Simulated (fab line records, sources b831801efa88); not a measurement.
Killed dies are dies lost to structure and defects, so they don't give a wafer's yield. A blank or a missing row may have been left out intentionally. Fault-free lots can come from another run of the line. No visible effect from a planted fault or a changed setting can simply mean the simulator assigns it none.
2 desks, one fault -- flow sky130 -- each desk holds nothing but its own numbers, with what lay behind them at the end

## FROM THE METROLOGY DESK
Means of the sampled wafers that have a number, per lot and without regard to the tool the lot ran on: this is what the gauges read. Any lot whose mean is over 4 standard deviations away from the usual mean is out of limits and marked OUT; that distance is given in the brackets.
Columns: A = NWELL_TW at SKY_NWELL_TW_MEAS_15, usual 1838; B = NWELL_RS at SKY_NWELL_RS_MEAS_29, usual 625.3 ohm/sq; C = SD_N_OVL at SKY_SD_N_OVL_MEAS_08, usual -0.8 nm; D = LI_CONTACT_BOW at SKY_LI_CONTACT_BOW_MEAS_03, usual 56 um
lot,first seen here,A,B,C,D
L829,day 5 12:40,1833,627.3,-0.9,53
L830,day 5 19:50,1831,625.8,1.4,58
L831,day 5 21:11,1841,622.8,-0.0,61
L832,day 6 03:35,1838,626.3,-0.8,60
L834,day 6 22:01,1841,623.4,-1.1,60
L836,day 7 10:43,1838,625.3,-1.6,56
L840,day 8 06:31,1847,624.6,-1.4,57
L841,day 8 09:46,1832,625.9,-1.2,58
L843,day 8 20:50,2112 (+23) OUT,502.0 (-73) OUT,-2.9,55
L846,day 9 13:08,2100 (+22) OUT,501.3 (-73) OUT,-1.8,61
L848,day 10 06:55,1829,626.8,-0.1,57
Finding of this desk: L843, L846 out of limits, first seen on L843 at day 8 20:50 (NWELL_TW at SKY_NWELL_TW_MEAS_15). In limits: L829, L830, L831, L832, L834, L836, L840, L841, L848.

## TOOL OWNER'S DESK, implanter-01
The tool's own readings at SKY_NWELL_IMPLANT_11: means of the sampled wafers that have a number, for each lot that ran on this tool. Any lot whose mean is over 4 standard deviations away from the usual mean is out of limits and marked OUT; that distance is given in the brackets.
Columns: A = beamEnergyKeV at SKY_NWELL_IMPLANT_11, usual 399.97; B = doseIonsCm2 at SKY_NWELL_IMPLANT_11, usual 1.9001e+13; C = faradayCurrentUA at SKY_NWELL_IMPLANT_11, usual 107.4
lot,first seen here,A,B,C
L829,day 5 12:07,399.83,1.9000e+13,107.4
L832,day 6 03:04,400.06,1.8997e+13,107.8
L843,day 8 20:20,399.98,2.8505e+13 (+99 or more) OUT,154.9 (+19) OUT
L846,day 9 12:38,399.91,2.8490e+13 (+99 or more) OUT,157.3 (+20) OUT
This desk's verdict: out of limits on L843, L846, starting with L843 at day 8 20:20 (doseIonsCm2 at SKY_NWELL_IMPLANT_11). In limits: L829, L832.

## PUT TOGETHER
The tool owner's desk had the chance to raise an alarm at day 8 20:20 on L843, L846.
At day 8 20:50 the metrology desk could have sounded an alarm, on L843, L846.
Every lot named ran SKY_NWELL_IMPLANT_11 on implanter-01.

## WHAT THE SIMULATOR HAD INSERTED
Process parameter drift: implanter-01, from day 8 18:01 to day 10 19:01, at SKY_NWELL_IMPLANT_11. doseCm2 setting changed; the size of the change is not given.
Struck lots among those shown: L843, L846.
Fault start to first reading out of limits, in hours, per desk: tool owner, 2; metrology, 3.
